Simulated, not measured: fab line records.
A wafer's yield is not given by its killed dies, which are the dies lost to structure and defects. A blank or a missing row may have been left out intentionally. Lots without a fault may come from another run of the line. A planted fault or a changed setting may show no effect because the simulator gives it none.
fab line records + flow sky130
record
- lots=6
- wafers=18
- last-day=51
route steps=708 shown RES_XHIGH@339 SD_N@342 PAD_OPEN@708
lots that met no fault: from a run of the same line without faults
start-h: the number of hours between the record's first day and the start of the first shown wafer of the lot + wait-h: how many hours have passed since the lot's step before this one + " identical to the entry in the row above + L1.1+2: several wafers, shown together as one row + - no value present, or no start provided + * or withheld: withheld + < > ~ a bound
route shown NAME@n: NAME is a module with steps in the file, n the number in the route of the first one + usual: mean/standard deviation of fault-free wafers + same: alike in all rows + chamber/n: place in a boat + sites: each site's reading + _std_site: how widely they spread, as a standard deviation + _edge_site: the outer-site mean with the inner-site mean subtracted + radius-mm: how far each site lies from the wafer's centre + mask NAME#n: copy n + behind: the most recent tool/chamber to have shaped the wafer + hold: why the lot went on hold/how many hours it stayed there/how the hold came to an end + device: the n, p or np transistor that did not switch + end of line: the same wafers' tests at the end of the route + step lacking rows: just its recipe + killed: at the first sort, the dies lost to defects and structure; wafer yield is something else + map: per-die view of a wafer (x killed, . not killed, _ where there is no die)
set.NAME: the setting the step ran with; set.NAME@STEP: the setting that earlier step ran with + model.NAME: the simulator's own value behind a step, which no gauge read
lots at selected steps of the route; one table per step, one row per wafer
services: a tool's chamber out of use, with start hour (start-h, from the record's first day; less than 0 if before it), hours out, and reason
## steps
# step SKY_RES_XHIGH_IMPLANT_07
# recipe
- species=BF2
- energy-kev=20
- dose-cm2=3.6e+14
- tilt-deg=0
# step SKY_RES_XHIGH_STRIP_08
# recipe
- chemistry=O2/N2
- power-w=1400
- pressure-mtorr=1500
- platen-temp-c=withheld
- o2-flow-sccm=3000
- n2-flow-sccm=300
- overash-fraction=0.5
# usual
- drypump-motor-current-A=5.7/0.55
- oes-product-au=0.711/0.0047
- strip-time-to-endpoint-s=14.26/0.035
| lot.wafer | tool            | chamber | start-h | wait-h | drypump-motor-current-A | oes-product-au | rf-hours-counter-h | strip-time-to-endpoint-s |
|-----------|-----------------|---------|---------|--------|-------------------------|----------------|--------------------|--------------------------|
| L888.4    | plasma-asher-03 | 1       | 611.55  | 0.1    | 5.5                     | 0.712          | -                  | 14.27                    |
| L888.5    | "               | 1       | "       | "      | 5.5                     | 0.710          | -                  | 14.25                    |
| L888.6    | "               | 0       | "       | "      | 6.5                     | 0.708          | -                  | 14.28                    |
| L890.2    | plasma-asher-02 | 0       | 647.66  | 0.1    | 5.7                     | 0.713          | 55                 | 14.31                    |
| L890.3    | "               | 0       | "       | "      | 5.7                     | 0.718          | -                  | 14.26                    |
| L890.4    | "               | 1       | "       | "      | 4.9                     | 0.709          | -                  | 14.26                    |
| L905.1    | plasma-asher-03 | 0       | 753.86  | 0.1    | 6.5                     | 0.710          | 97                 | 14.23                    |
| L905.2    | "               | 1       | "       | "      | 5.5                     | 0.715          | 97                 | 14.21                    |
| L905.4    | "               | 1       | "       | "      | 5.5                     | 0.716          | -                  | 14.27                    |
| L906.1    | plasma-asher-02 | 1       | 757.62  | 0.1    | 4.9                     | 0.714          | 61                 | 14.21                    |
| L906.2    | "               | 0       | "       | "      | 5.7                     | 0.709          | 61                 | 14.21                    |
| L906.5    | "               | 1       | "       | "      | 4.9                     | 0.714          | -                  | 14.25                    |
| L907.4    | plasma-asher-03 | 1       | 773.45  | 0.1    | 5.5                     | 0.715          | -                  | 14.21                    |
| L907.5    | "               | 1       | "       | "      | 5.5                     | 0.718          | -                  | 14.21                    |
| L907.6    | "               | 0       | "       | "      | 6.5                     | 0.706          | -                  | 14.21                    |
| L911.3    | plasma-asher-02 | 0       | 821.29  | 0.1    | 5.7                     | 0.707          | -                  | 14.25                    |
| L911.5    | "               | 1       | "       | "      | 4.9                     | 0.710          | -                  | 14.30                    |
| L911.6    | "               | 0       | "       | "      | 5.7                     | 0.709          | -                  | 14.31                    |
# step SKY_RES_XHIGH_TW_MEAS_09
# usual
- RES_XHIGH_TW=1650/13
| lot.wafer | tool          | chamber | start-h | wait-h | RES_XHIGH_TW |
|-----------|---------------|---------|---------|--------|--------------|
| L888.4    | film-metro-02 | -       | 611.64  | 0.1    | 1666         |
| L888.5    | "             | -       | "       | "      | 1674         |
| L888.6    | "             | -       | "       | "      | 1673         |
| L890.2    | film-metro-04 | -       | 647.77  | 0.1    | 1637         |
| L890.3    | "             | -       | "       | "      | 1632         |
| L890.4    | "             | -       | "       | "      | 1643         |
| L905.1    | film-metro-04 | -       | 753.96  | 0.1    | 1635         |
| L905.2    | "             | -       | "       | "      | 1642         |
| L905.4    | "             | -       | "       | "      | 1633         |
| L906.1    | film-metro-02 | -       | 757.72  | 0.1    | 1653         |
| L906.2    | "             | -       | "       | "      | 1655         |
| L906.5    | "             | -       | "       | "      | 1652         |
| L907.4    | film-metro-01 | -       | 773.54  | 0.1    | 1646         |
| L907.5    | "             | -       | "       | "      | 1645         |
| L907.6    | "             | -       | "       | "      | 1643         |
| L911.3    | film-metro-02 | -       | 821.38  | 0.1    | 1668         |
| L911.5    | "             | -       | "       | "      | 1665         |
| L911.6    | "             | -       | "       | "      | 1658         |
# step SKY_SD_N_DEHYDRATE_00
# recipe
- temp-c=200
- time-s=60
# step SKY_SD_N_HMDS_01
# recipe
- prime-time-s=60
- prime-temp-c=120
# step SKY_SD_N_COAT_02
# recipe
- resist=NOVOLAK
- spin-rpm=3000
- resist-thk-nm=1140
# step SKY_SD_N_SOFTBAKE_03
# recipe
- temp-c=90
- time-s=60
- resist=NOVOLAK
# step SKY_SD_N_EXPOSE_04
# recipe
- mask-id=NSDM
- na=0.6
- source-shape=conventional
- sigma-outer=0.6
- polarization=unpolarized
- target-cd-nm=380
- dose-mj=139.2
# step SKY_SD_N_PEB_05
# recipe
- temp-c=withheld
- time-s=*
- resist=NOVOLAK
# step SKY_SD_N_DEVELOP_06
# recipe
- resist=NOVOLAK
- developer=TMAH
- develop-time-s=60
- dev-temp-c=23
# step SKY_SD_N_CD_MEAS_07
# recipe
- target-cd-nm=380
# usual
- cd-nm=380/3
| lot.wafer | tool      | chamber | start-h | wait-h | cd-nm |
|-----------|-----------|---------|---------|--------|-------|
| L888.4    | cd-sem-01 | -       | 640.22  | 0.1    | 379   |
| L888.5    | "         | -       | "       | "      | 379   |
| L888.6    | "         | -       | "       | "      | 378   |
| L890.2    | cd-sem-02 | -       | 675.28  | 0.1    | 383   |
| L890.3    | "         | -       | "       | "      | 383   |
| L890.4    | "         | -       | "       | "      | 380   |
| L905.1    | cd-sem-02 | -       | 780.46  | 0.1    | 378   |
| L905.2    | "         | -       | "       | "      | 377   |
| L905.4    | "         | -       | "       | "      | 380   |
| L906.1    | cd-sem-02 | -       | 784.67  | 0.1    | 379   |
| L906.2    | "         | -       | "       | "      | 377   |
| L906.5    | "         | -       | "       | "      | 376   |
| L907.4    | cd-sem-02 | -       | 799.87  | 0.1    | 379   |
| L907.5    | "         | -       | "       | "      | 378   |
| L907.6    | "         | -       | "       | "      | 382   |
| L911.3    | cd-sem-02 | -       | 847.40  | 0.1    | 377   |
| L911.5    | "         | -       | "       | "      | 377   |
| L911.6    | "         | -       | "       | "      | 378   |
# step SKY_SD_N_OVL_MEAS_08
# usual
- SD_N_OVL=0.9/1.3
| lot.wafer | tool       | chamber | start-h | wait-h | SD_N_OVL[nm] |
|-----------|------------|---------|---------|--------|--------------|
| L888.4    | overlay-02 | -       | 640.30  | 0.1    | 1.1          |
| L888.5    | "          | -       | "       | "      | 1.3          |
| L888.6    | "          | -       | "       | "      | 1.4          |
| L890.2    | overlay-01 | -       | 675.38  | 0.1    | 1.3          |
| L890.3    | "          | -       | "       | "      | 0.1          |
| L890.4    | "          | -       | "       | "      | 0.8          |
| L905.1    | overlay-01 | -       | 780.58  | 0.1    | 1.5          |
| L905.2    | "          | -       | "       | "      | -0.4         |
| L905.4    | "          | -       | "       | "      | 2.0          |
| L906.1    | overlay-02 | -       | 784.79  | 0.1    | 2.7          |
| L906.2    | "          | -       | "       | "      | 0.1          |
| L906.5    | "          | -       | "       | "      | 0.9          |
| L907.4    | overlay-02 | -       | 799.95  | 0.1    | 1.9          |
| L907.5    | "          | -       | "       | "      | 0.9          |
| L907.6    | "          | -       | "       | "      | 2.1          |
| L911.3    | overlay-02 | -       | 847.49  | 0.1    | -1.0         |
| L911.5    | "          | -       | "       | "      | 0.2          |
| L911.6    | "          | -       | "       | "      | 0.3          |
# step SKY_SD_N_IMPLANT_09
# recipe
- species=As
- energy-kev=50
- dose-cm2=4e+15
- tilt-deg=0
# usual
- beam-on-s=18.0/1.2
- dose-ions-cm2=4e+15/4.1e+12
- end-station-pressure-torr=1.34e-05/1e-06
- faraday-current-uA=12204/780
| lot.wafer | tool         | chamber | start-h | wait-h | beam-on-s | dose-ions-cm2 | end-station-pressure-torr | faraday-current-uA |
|-----------|--------------|---------|---------|--------|-----------|---------------|---------------------------|--------------------|
| L888.4    | implanter-04 | 0       | 640.39  | 0.1    | 16.7      | 4.002e+15     | 1.37e-05                  | 13140              |
| L888.5    | "            | 0       | "       | "      | 16.7      | 3.997e+15     | 1.5e-05                   | 12984              |
| L888.6    | "            | 0       | "       | "      | 16.3      | 3.999e+15     | 1.43e-05                  | 13363              |
| L890.2    | implanter-03 | 0       | 675.44  | 0.0    | 19.2      | 3.999e+15     | 1.46e-05                  | 11431              |
| L890.3    | "            | 0       | "       | "      | 18.7      | 3.995e+15     | 1.29e-05                  | 11692              |
| L890.4    | "            | 0       | "       | "      | 18.5      | 4.009e+15     | 1.26e-05                  | 11811              |
| L905.1    | implanter-01 | 0       | 780.62  | 0.0    | 19.0      | 4e+15         | 1.18e-05                  | 11469              |
| L905.2    | "            | 0       | "       | "      | 19.6      | 4.008e+15     | 1.32e-05                  | 11234              |
| L905.4    | "            | 0       | "       | "      | 20.0      | 4.002e+15     | 1.3e-05                   | 10904              |
| L906.1    | implanter-04 | 0       | 784.83  | 0.0    | 10.0      | 4.95e+14      | 7.4e-06                   | 2734               |
| L906.2    | "            | 0       | "       | "      | 9.9       | 4.9e+14       | 7.5e-06                   | 2775               |
| L906.5    | "            | 0       | "       | "      | 10.0      | 4.98e+14      | 7.4e-06                   | 2742               |
| L907.4    | implanter-04 | 0       | 800.04  | 0.1    | 10.0      | 5.01e+14      | 7e-06                     | 2754               |
| L907.5    | "            | 0       | "       | "      | 9.9       | 4.92e+14      | 7.1e-06                   | 2784               |
| L907.6    | "            | 0       | "       | "      | 10.1      | 4.96e+14      | 7.2e-06                   | 2720               |
| L911.3    | implanter-03 | 0       | 847.56  | 0.1    | 19.1      | 4e+15         | 1.22e-05                  | 11466              |
| L911.5    | "            | 0       | "       | "      | 19.3      | 3.994e+15     | 1.2e-05                   | 11392              |
| L911.6    | "            | 0       | "       | "      | 19.2      | 4e+15         | 1.22e-05                  | 11392              |
# step SKY_SD_N_IMPLANT_10
# recipe
- species=P
- energy-kev=20
- dose-cm2=1e+14
- tilt-deg=0
# step SKY_SD_N_STRIP_11
# recipe
- chemistry=O2/N2
- power-w=1400
- pressure-mtorr=1500
- platen-temp-c=withheld
- o2-flow-sccm=3000
- n2-flow-sccm=300
- overash-fraction=0.5
# usual
- drypump-motor-current-A=6.0/0.51
- oes-product-au=0.527/0.0039
- strip-time-to-endpoint-s=22.56/0.038
| lot.wafer | tool            | chamber | start-h | wait-h | drypump-motor-current-A | oes-product-au | rf-hours-counter-h | strip-time-to-endpoint-s |
|-----------|-----------------|---------|---------|--------|-------------------------|----------------|--------------------|--------------------------|
| L888.4    | plasma-asher-03 | 0       | 640.65  | 0.1    | 6.5                     | 0.522          | -                  | 22.60                    |
| L888.5    | "               | 0       | "       | "      | 6.6                     | 0.531          | -                  | 22.58                    |
| L888.6    | "               | 1       | "       | "      | 5.5                     | 0.525          | -                  | 22.64                    |
| L890.2    | plasma-asher-03 | 0       | 675.71  | 0.1    | 6.5                     | 0.528          | 87                 | 22.50                    |
| L890.3    | "               | 1       | "       | "      | 5.5                     | 0.527          | -                  | 22.51                    |
| L890.4    | "               | 0       | "       | "      | 6.5                     | 0.519          | -                  | 22.53                    |
| L905.1    | plasma-asher-03 | 0       | 780.92  | 0.1    | 6.5                     | 0.524          | 99                 | 22.59                    |
| L905.2    | "               | 1       | "       | "      | 5.5                     | 0.527          | 99                 | 22.59                    |
| L905.4    | "               | 1       | "       | "      | 5.5                     | 0.526          | -                  | 22.58                    |
| L906.1    | plasma-asher-02 | 1       | 785.13  | 0.1    | 4.9                     | 0.646          | 64                 | 16.19                    |
| L906.2    | "               | 0       | "       | "      | 5.8                     | 0.648          | 64                 | 16.10                    |
| L906.5    | "               | 0       | "       | "      | 5.8                     | 0.644          | -                  | 16.11                    |
| L907.4    | plasma-asher-02 | 1       | 800.30  | 0.1    | 4.9                     | 0.644          | -                  | 16.21                    |
| L907.5    | "               | 1       | "       | "      | 4.9                     | 0.650          | -                  | 16.19                    |
| L907.6    | "               | 0       | "       | "      | 5.7                     | 0.648          | -                  | 16.22                    |
| L911.3    | plasma-asher-04 | 1       | 847.85  | 0.1    | 6.0                     | 0.525          | -                  | 22.54                    |
| L911.5    | "               | 0       | "       | "      | 6.5                     | 0.516          | -                  | 22.58                    |
| L911.6    | "               | 1       | "       | "      | 6.0                     | 0.525          | -                  | 22.55                    |
# step SKY_SD_N_TW_MEAS_12
# usual
- SD_N_TW=4023/38
| lot.wafer | tool          | chamber | start-h | wait-h | hold                     | SD_N_TW |
|-----------|---------------|---------|---------|--------|--------------------------|---------|
| L888.4    | film-metro-01 | -       | 640.75  | 0.1    | -                        | 4015    |
| L888.5    | "             | -       | "       | "      | -                        | 4019    |
| L888.6    | "             | -       | "       | "      | -                        | 4008    |
| L890.2    | film-metro-02 | -       | 675.82  | 0.1    | -                        | 4072    |
| L890.3    | "             | -       | "       | "      | -                        | 4077    |
| L890.4    | "             | -       | "       | "      | -                        | 4084    |
| L905.1    | film-metro-04 | -       | 781.02  | 0.1    | -                        | 3984    |
| L905.2    | "             | -       | "       | "      | -                        | 4006    |
| L905.4    | "             | -       | "       | "      | -                        | 3994    |
| L906.1    | film-metro-02 | -       | 785.23  | 0.1    | await-dispo/0.2h/release | 3466    |
| L906.2    | "             | -       | "       | "      | await-dispo/0.2h/release | 3447    |
| L906.5    | "             | -       | "       | "      | await-dispo/0.2h/release | 3431    |
| L906.1    | film-metro-02 | -       | 785.45  | 0.2    | -                        | 3448    |
| L906.2    | "             | -       | "       | "      | -                        | 3457    |
| L906.5    | "             | -       | "       | "      | -                        | 3448    |
| L907.4    | film-metro-04 | -       | 800.39  | 0.1    | await-dispo/0.2h/release | 3414    |
| L907.5    | "             | -       | "       | "      | await-dispo/0.2h/release | 3421    |
| L907.6    | "             | -       | "       | "      | await-dispo/0.2h/release | 3441    |
| L907.4    | film-metro-04 | -       | 800.68  | 0.3    | -                        | 3426    |
| L907.5    | "             | -       | "       | "      | -                        | 3434    |
| L907.6    | "             | -       | "       | "      | -                        | 3433    |
| L911.3    | film-metro-04 | -       | 847.93  | 0.1    | -                        | 4032    |
| L911.5    | "             | -       | "       | "      | -                        | 4021    |
| L911.6    | "             | -       | "       | "      | -                        | 4036    |
# step SKY_SD_N_RTA_14
# recipe
- temp-c=1075
- time-s=2
- idle-temp-c=650
- ramp-up-c-per-s=150
- ramp-down-c-per-s=90
- ambient=N2
# usual
- lamp-power-pct=15.74/0.055
- wafer_temp_C_max=1077.9/1.3
# same
- time-s=2
| lot.wafer | tool          | chamber | start-h | wait-h | lamp-power-pct | wafer_temp_C_max |
|-----------|---------------|---------|---------|--------|----------------|------------------|
| L888.4    | rtp-anneal-02 | 0       | 640.86  | 0.0    | 15.78          | 1077.6           |
| L888.5    | "             | 0       | "       | "      | 15.75          | 1078.1           |
| L888.6    | "             | 0       | "       | "      | 15.82          | 1076.0           |
| L890.2    | rtp-anneal-02 | 0       | 675.93  | 0.0    | 15.83          | 1079.9           |
| L890.3    | "             | 0       | "       | "      | 15.75          | 1076.6           |
| L890.4    | "             | 0       | "       | "      | 15.80          | 1076.9           |
| L905.1    | rtp-anneal-01 | 0       | 781.13  | 0.0    | 15.74          | 1077.0           |
| L905.2    | "             | 0       | "       | "      | 15.80          | 1079.6           |
| L905.4    | "             | 0       | "       | "      | 15.73          | 1075.3           |
| L906.1    | rtp-anneal-02 | 0       | 788.64  | 0.0    | 15.78          | 1078.3           |
| L906.2    | "             | 0       | "       | "      | 15.68          | 1078.1           |
| L906.5    | "             | 0       | "       | "      | 15.65          | 1077.9           |
| L907.4    | rtp-anneal-01 | 0       | 802.51  | 0.0    | 15.75          | 1077.0           |
| L907.5    | "             | 0       | "       | "      | 15.76          | 1076.5           |
| L907.6    | "             | 0       | "       | "      | 15.76          | 1077.7           |
| L911.3    | rtp-anneal-01 | 0       | 848.09  | 0.0    | 15.74          | 1076.9           |
| L911.5    | "             | 0       | "       | "      | 15.70          | 1077.8           |
| L911.6    | "             | 0       | "       | "      | 15.78          | 1077.1           |
# step SKY_SD_N_RS_MEAS_16
# recipe
- thk-meas-gauge=four-point-probe
# usual
- SD_N_RS=68.47/0.12
| lot.wafer | tool          | chamber | start-h | wait-h | hold                     | SD_N_RS[ohm/sq] |
|-----------|---------------|---------|---------|--------|--------------------------|-----------------|
| L888.4    | film-metro-01 | -       | 641.07  | 0.1    | -                        | 68.54           |
| L888.5    | "             | -       | "       | "      | -                        | 68.60           |
| L888.6    | "             | -       | "       | "      | -                        | 68.47           |
| L890.2    | film-metro-02 | -       | 676.12  | 0.1    | -                        | 68.29           |
| L890.3    | "             | -       | "       | "      | -                        | 68.47           |
| L890.4    | "             | -       | "       | "      | -                        | 68.25           |
| L905.1    | film-metro-01 | -       | 781.30  | 0.1    | -                        | 68.68           |
| L905.2    | "             | -       | "       | "      | -                        | 68.70           |
| L905.4    | "             | -       | "       | "      | -                        | 68.70           |
| L906.1    | film-metro-01 | -       | 788.81  | 0.1    | await-dispo/0.2h/release | 161.60          |
| L906.2    | "             | -       | "       | "      | await-dispo/0.2h/release | 163.25          |
| L906.5    | "             | -       | "       | "      | await-dispo/0.2h/release | 164.29          |
| L906.1    | film-metro-01 | -       | 789.10  | 0.3    | -                        | 161.56          |
| L906.2    | "             | -       | "       | "      | -                        | 163.19          |
| L906.5    | "             | -       | "       | "      | -                        | 164.26          |
| L907.4    | film-metro-04 | -       | 802.84  | 0.1    | await-dispo/0.2h/release | 161.08          |
| L907.5    | "             | -       | "       | "      | await-dispo/0.2h/release | 161.03          |
| L907.6    | "             | -       | "       | "      | await-dispo/0.2h/release | 159.51          |
| L907.4    | film-metro-04 | -       | 803.12  | 0.3    | -                        | 161.65          |
| L907.5    | "             | -       | "       | "      | -                        | 160.78          |
| L907.6    | "             | -       | "       | "      | -                        | 159.28          |
| L911.3    | film-metro-01 | -       | 848.29  | 0.1    | -                        | 68.54           |
| L911.5    | "             | -       | "       | "      | -                        | 68.66           |
| L911.6    | "             | -       | "       | "      | -                        | 68.71           |
# step SKY_PAD_OPEN_PROBE_99
# usual
- defect-limited-yield=82.2/1.8
- killed_at_M0_to_M3=44/6.8
- killed_at_M4_up=2.9/1.9
- killed-at-contacts=24/5.2
- killed-at-front-end=16/4.1
- killed-at-other=0.4/0.74
- killed-dies=88/9.1
- killed-open=48/7.2
- killed-short=39/5.6
- sort_bin_3_pad_short=0.9/0.43
- sort_bin_5_function=10.6/1.4
- sort_bin_6_memory=6.3/1
- sort-n-pass=404/9.1
- sort-yield-pct=82.2/1.8
# same
- gross-dies=492
- killed-at-back-side=0
- sort_bin_4_leakage[%]=0
- sort_bin_8_speed[%]=0
| lot.wafer | tool      | chamber | start-h | wait-h | defect-limited-yield[%] | killed_at_M0_to_M3 | killed_at_M4_up | killed-at-contacts | killed-at-front-end | killed-at-other | killed-dies | killed-open | killed-short | sort_bin_3_pad_short[%] | sort_bin_5_function[%] | sort_bin_6_memory[%] | sort-n-pass | sort-yield-pct[%] |
|-----------|-----------|---------|---------|--------|-------------------------|--------------------|-----------------|--------------------|---------------------|-----------------|-------------|-------------|--------------|-------------------------|------------------------|----------------------|-------------|-------------------|
| L890.2    | prober-02 | -       | 1094.17 | 0.1    | 83.1                    | 42                 | 2               | 27                 | 12                  | 0               | 83          | 45          | 38           | 2.2                     | 8.3                    | 6.3                  | 409         | 83.1              |
| L890.3    | prober-02 | -       | 1094.22 | 0.2    | 83.1                    | 40                 | 2               | 27                 | 14                  | 0               | 83          | 46          | 37           | 0.6                     | 9.6                    | 6.7                  | 409         | 83.1              |
| L890.4    | prober-02 | -       | 1094.27 | 0.2    | 80.7                    | 41                 | 6               | 29                 | 19                  | 0               | 95          | 52          | 40           | 0.8                     | 12.4                   | 6.1                  | 397         | 80.7              |
| L911.3    | prober-01 | -       | 1216.07 | 0.2    | 77.2                    | 60                 | 6               | 23                 | 23                  | 0               | 112         | 65          | 47           | 1.8                     | 13.2                   | 7.7                  | 380         | 77.2              |
| L911.5    | prober-01 | -       | 1216.17 | 0.2    | 80.9                    | 47                 | 4               | 30                 | 11                  | 2               | 94          | 56          | 38           | 0.8                     | 11.4                   | 6.9                  | 398         | 80.9              |
| L911.6    | prober-01 | -       | 1216.22 | 0.2    | 83.3                    | 37                 | 4               | 23                 | 18                  | 0               | 82          | 44          | 38           | 1.0                     | 9.3                    | 6.3                  | 410         | 83.3              |
# killed by level:class
L890.2 VIA1:geometric-particle:open=13 LI_CONTACT:geometric-particle:open=8 LOCAL_INTERCONNECT:geometric-particle:short=6 VIA2:geometric-particle:open=6 CONTACT:geometric-particle:open=6 METAL2:geometric-particle:short=6 POLY_GATE:geometric-particle:open=5 METAL1:geometric-particle:short=5
L890.3 VIA1:geometric-particle:open=12 CONTACT:geometric-particle:open=7 LI_CONTACT:geometric-particle:open=7 FIELD_ISO:geometric-particle:open=6 LI_CONTACT:geometric-particle:short=6 VIA2:geometric-particle:open=5 CONTACT:geometric-particle:short=4 VIA3:geometric-particle:open=4
L890.4 CONTACT:geometric-particle:open=12 VIA1:geometric-particle:open=10 VIA3:geometric-particle:open=7 LI_CONTACT:geometric-particle:open=7 POLY_GATE:geometric-particle:open=5 VIA1:geometric-particle:short=5 CONTACT:geometric-particle:short=5 METAL1:geometric-particle:short=5
L911.3 VIA1:geometric-particle:open=17 METAL1:geometric-particle:short=12 LI_CONTACT:geometric-particle:open=9 VIA3:geometric-particle:open=8 VIA2:geometric-particle:open=7 CONTACT:geometric-particle:open=6 FIELD_ISO:geometric-particle:short=5 FIELD_ISO:geometric-particle:open=5
L911.5 VIA1:geometric-particle:open=14 LI_CONTACT:geometric-particle:open=9 CONTACT:geometric-particle:open=9 METAL2:geometric-particle:short=9 VIA2:geometric-particle:open=6 VIA3:geometric-particle:open=6 CONTACT:geometric-particle:short=5 FIELD_ISO:geometric-particle:short=4
L911.6 LI_CONTACT:geometric-particle:open=8 VIA1:geometric-particle:open=8 CONTACT:geometric-particle:short=6 VIA1:geometric-particle:short=5 VIA3:geometric-particle:open=5 CONTACT:geometric-particle:open=4 POLY_GATE:geometric-particle:short=4 METAL3:geometric-particle:short=4
## services
| tool            | chamber | start-h | hours | kind   |
|-----------------|---------|---------|-------|--------|
| implanter-01    | -       | 593.12  | 1.1   | repair |
| plasma-asher-04 | -       | 595.26  | 1.8   | repair |
| implanter-01    | -       | 608.50  | 22.8  | pm     |
| rtp-anneal-02   | -       | 610.67  | 5.5   | pm     |
| plasma-asher-04 | -       | 614.38  | 3.8   | repair |
| implanter-03    | -       | 631.69  | 3.5   | repair |
| implanter-01    | -       | 651.65  | 6.2   | repair |
| plasma-asher-02 | -       | 657.76  | 7.0   | repair |
| plasma-asher-02 | -       | 664.72  | 15.6  | pm     |
| plasma-asher-02 | -       | 706.14  | 21.4  | repair |
| implanter-03    | -       | 707.45  | 5.7   | repair |
| plasma-asher-04 | -       | 721.55  | 1.0   | repair |
| implanter-01    | -       | 729.71  | 2.4   | repair |
| implanter-03    | -       | 758.45  | 3.9   | pm     |
| plasma-asher-02 | -       | 764.30  | 0.4   | repair |
| implanter-03    | -       | 764.43  | 4.6   | repair |
| implanter-03    | -       | 773.48  | 5.2   | pm     |
| implanter-04    | -       | 809.88  | 2.7   | pm     |
| plasma-asher-03 | -       | 814.47  | 11.3  | repair |
| implanter-03    | -       | 820.62  | 4.9   | repair |
## key
first-sign
- step=SKY_SD_N_IMPLANT_09
- reading=dose-ions-cm2
- direction=down
- sigmas=99+
- usual=*
- struck=*
effect
- step=SKY_SD_N_IMPLANT_09
- reading=faraday-current-uA
- direction=down
- sigmas=12
- usual=12204
- struck=2751
effect
- step=SKY_SD_N_STRIP_11
- reading=strip-time-to-endpoint-s
- direction=down
- sigmas=99+
- usual=*
- struck=*
effect
- step=SKY_SD_N_TW_MEAS_12
- reading=visit
- direction=added
effect
- step=SKY_SD_N_TW_MEAS_12
- reading=SD_N_TW
- direction=down
- sigmas=15
- usual=4023
- struck=3437
effect
- step=SKY_SD_N_RS_MEAS_16
- reading=visit
- direction=added
effect
- step=SKY_SD_N_RS_MEAS_16
- reading=SD_N_RS
- direction=up
- sigmas=99+
- usual=68.47
- struck=161.79
met-at SKY_SD_N_IMPLANT_09
struck-wafers L906.1,L906.2,L906.5,L907.4,L907.5,L907.6
scrapped-behind SKY_SD_N_RS_MEAS_16 L906.1,L906.2,L906.5,L907.4,L907.5,L907.6
onset-between 640.39 784.83
fault
- kind=process-parameter-drift
- tool=implanter-04
- chamber=-
- onset-h=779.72
- steps=SKY_SD_N_IMPLANT_09
- channel=dose-cm2
- offset=*
- shape=step
- end-h=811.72
- acts-in=*
- stated=*
